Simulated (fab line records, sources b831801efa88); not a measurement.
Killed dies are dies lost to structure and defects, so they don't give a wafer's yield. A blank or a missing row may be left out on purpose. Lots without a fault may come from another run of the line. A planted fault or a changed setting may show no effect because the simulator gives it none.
Problem report in the 8D (eight disciplines) form, filled by code | flow gf180mcu | the parts of the form that need people (team, actions taken, sign-off) are left out

1. THE PROBLEM
oes_product_au at GF_CONTACT_ETCH_17 reads a mean of 0.784 a.u. on 4 wafers of 2 lots; wafers without a fault read 0.814 a.u. with a standard deviation of 0.0046. That is -6.4 standard deviations from the usual mean.
The step: etches SiO2 in C4F8/O2/Ar, stops on CoSi2, target depth 860 nm.
The step gives no start for some of these wafers. The record holds 17 wafers of 6 lots with a number at this step. Rule for "out", or "out of limits": more than 4 standard deviations from the usual mean. The other wafers with a number count as sound.

2. WHAT IT IS AND WHAT IT IS NOT
question                    | is                             | is not
which readings at this step | oes_product_au                 | bias_w
which lots                  | L446, L447                     | L434, L435, L437, L451
which wafers of those lots  | L446.3, L446.4, L447.3, L447.4 | L446.2
read on which tools         | rie_diel-02                    | rie_diel-04

3. SUSPECTS, AND WHAT RULES EACH OUT
Counting: a tool at a process step up to the reading stays a suspect if it ran every lot that is out. Sound lots after the first of them don't rule it out here, since some wafers of a struck lot are sound.
- rtp_anneal-02 at GF_SALICIDE_RTA_08 (time 30 s): kept. It ran every lot that is out, first L446 (day 21 02:01); its last sound lot up to then is L437 (day 17 18:53).
- cmp-02 at GF_CONTACT_CMP_04 (polishes SiO2): kept. It ran every lot that is out, first L446 (day 21 02:21); its last sound lot up to then is L434 (day 16 14:23).
- rie_diel-02 at GF_CONTACT_ETCH_17 (etches SiO2 in C4F8/O2/Ar, stops on CoSi2, target depth 860 nm): kept. It ran every lot that is out, first L446 (day 22 03:13); its last sound lot up to then is L434 (day 17 14:10). Its own readings are out on those wafers: oes_product_au. GF_CONTACT_ETCH_17 gives no start for some lots, so the hours and the order of its lots are those of GF_CONTACT_RS_MEAS_25.
- Within cmp-02 at GF_CONTACT_CMP_04: the wafers that are out ran in chambers 2, 3; their sound lot-mates ran in chamber 0.
- Within rie_diel-02 at GF_CONTACT_ETCH_17: the wafers that are out ran in chambers 0, 2, 3; their sound lot-mates ran in chamber 1.
Left after counting: rtp_anneal-02 at GF_SALICIDE_RTA_08, cmp-02 at GF_CONTACT_CMP_04, rie_diel-02 at GF_CONTACT_ETCH_17.

4. THE CAUSE (what the simulator had put in)
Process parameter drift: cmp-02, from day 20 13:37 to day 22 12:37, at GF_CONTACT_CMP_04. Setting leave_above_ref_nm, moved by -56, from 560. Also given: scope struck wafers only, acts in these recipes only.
Counting left 3 suspects, and this tool is among them.

5. THE CHAIN OF EFFECTS, in route order
Each row: a reading whose mean over the struck wafers that have a number lies more than 3 standard deviations from the usual. Only readings for which the record gives a usual standard deviation are gone through. hours: the time from each lot's start at the first step in this table that gives one to its start at this step, as a median over the lots. sigmas: the change in usual standard deviations.
hours | step               | reading            | usual      | on struck wafers | change | sigmas
0     | GF_CONTACT_CMP_04  | time_to_endpoint_s | 112 s      | 131              | +19    | +3.0
-     | GF_CONTACT_ETCH_17 | oes_product_au     | 0.814 a.u. | 0.784            | -0.029 | -6.4
The process steps in it:
- GF_CONTACT_CMP_04: polishes SiO2.
- GF_CONTACT_ETCH_17: etches SiO2 in C4F8/O2/Ar, stops on CoSi2, target depth 860 nm.
Later measuring or inspecting steps at which every struck wafer that the step has a row for has a number for every such reading, and none has moved that far: GF_CONTACT_RS_MEAS_25, GF_CONTACT_THK_MEAS_26.

6. WHAT WOULD HAVE CAUGHT IT SOONER
Of the tool readings at GF_CONTACT_CMP_04 for which the record gives a usual standard deviation, none was out on any struck wafer, so an alarm limit of 4 standard deviations on them would not have fired.
